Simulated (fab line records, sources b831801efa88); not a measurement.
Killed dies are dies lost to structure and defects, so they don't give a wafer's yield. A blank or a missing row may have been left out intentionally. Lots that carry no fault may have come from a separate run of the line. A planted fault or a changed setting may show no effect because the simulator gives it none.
What tool caused it?    flow sky130    11 lots with 33 wafers sampled at 2 steps, on a route of 708 steps

## WHAT THE GAUGES READ, wafer by wafer
SKY_LI_CONTACT_THK_MEAS_01.
lot   measured      on             LI_CONTACT_HDPCVD_THK (nm)
L903  day 28 11:08  film-metro-01  920 928 928
L906  day 28 21:17  film-metro-02  915 922 937
L907  day 29 06:09  film-metro-03  933 935 934
L908  day 30 22:25  film-metro-03  936 929 923
L909  day 31 02:52  film-metro-03  937 929 923
L910  day 31 01:06  film-metro-03  935 929 939
L911  day 32 12:55  film-metro-03  935 925 932
L912  day 32 10:18  film-metro-03  932 934 933
L913  day 32 08:17  film-metro-02  928 933 921
L924  day 35 05:28  film-metro-01  934 1065 1061
L926  day 35 14:11  film-metro-01  944 1064 939

## TOOL THAT RAN EACH LOT (tool first, then ch and the chambers of the sampled wafers, then the start)
lot   SKY_LI_CONTACT_HDPCVD_00
L903  hdpcvd-01 ch 0,2, day 28 11:02
L906  hdpcvd-02 ch 0,1,2, day 28 21:11
L907  hdpcvd-02 ch 0,1, day 29 06:03
L908  hdpcvd-02 ch 1,2, day 30 22:19
L909  hdpcvd-01 ch 0,1, day 31 02:44
L910  hdpcvd-01 ch 0,1,2, day 31 01:00
L911  hdpcvd-02 ch 1,2, day 32 12:48
L912  hdpcvd-02 ch 0,1,2, day 32 10:12
L913  hdpcvd-02 ch 1,2, day 32 08:10
L924  hdpcvd-02 ch 0,1, day 35 05:21
L926  hdpcvd-02 ch 0,1, day 35 14:04
- SKY_LI_CONTACT_HDPCVD_00: deposits PSG, target thk 930 nm, time 155 s.

## THE ANSWER, worked out from the rows above alone
Rule: the usual values come from the lots themselves. Put in order of their means at a reading, lots are off if they are a third of the lots or fewer, leave a main group of 4 or more, and stand apart from it by a gap of 3 or more times the standard deviation of the main group's means; of several such gaps the widest counts. The tables above print the reading to a certain number of digits; a main group whose means all agree to those digits is not used. A lot without any number at a reading at which 4 lots or more have one is off too. Where the step has rows for the other lots, those lots are counted as sound.
Off: L924, L926, seen at SKY_LI_CONTACT_THK_MEAS_01 (LI_CONTACT_HDPCVD_THK). For the main group the mean is 930 nm and the standard deviation 3.4.
If a tool, at a process step before that reading, ran all the lots that are off and no sound lot after the first of them, it fits. Gauges at SKY_LI_CONTACT_THK_MEAS_01: tried the same way as those tools. Undecided on this evidence; 2 tools fit (hdpcvd-02 at SKY_LI_CONTACT_HDPCVD_00, film-metro-01 at SKY_LI_CONTACT_THK_MEAS_01).

## WHAT THE SIMULATOR HAD INSERTED
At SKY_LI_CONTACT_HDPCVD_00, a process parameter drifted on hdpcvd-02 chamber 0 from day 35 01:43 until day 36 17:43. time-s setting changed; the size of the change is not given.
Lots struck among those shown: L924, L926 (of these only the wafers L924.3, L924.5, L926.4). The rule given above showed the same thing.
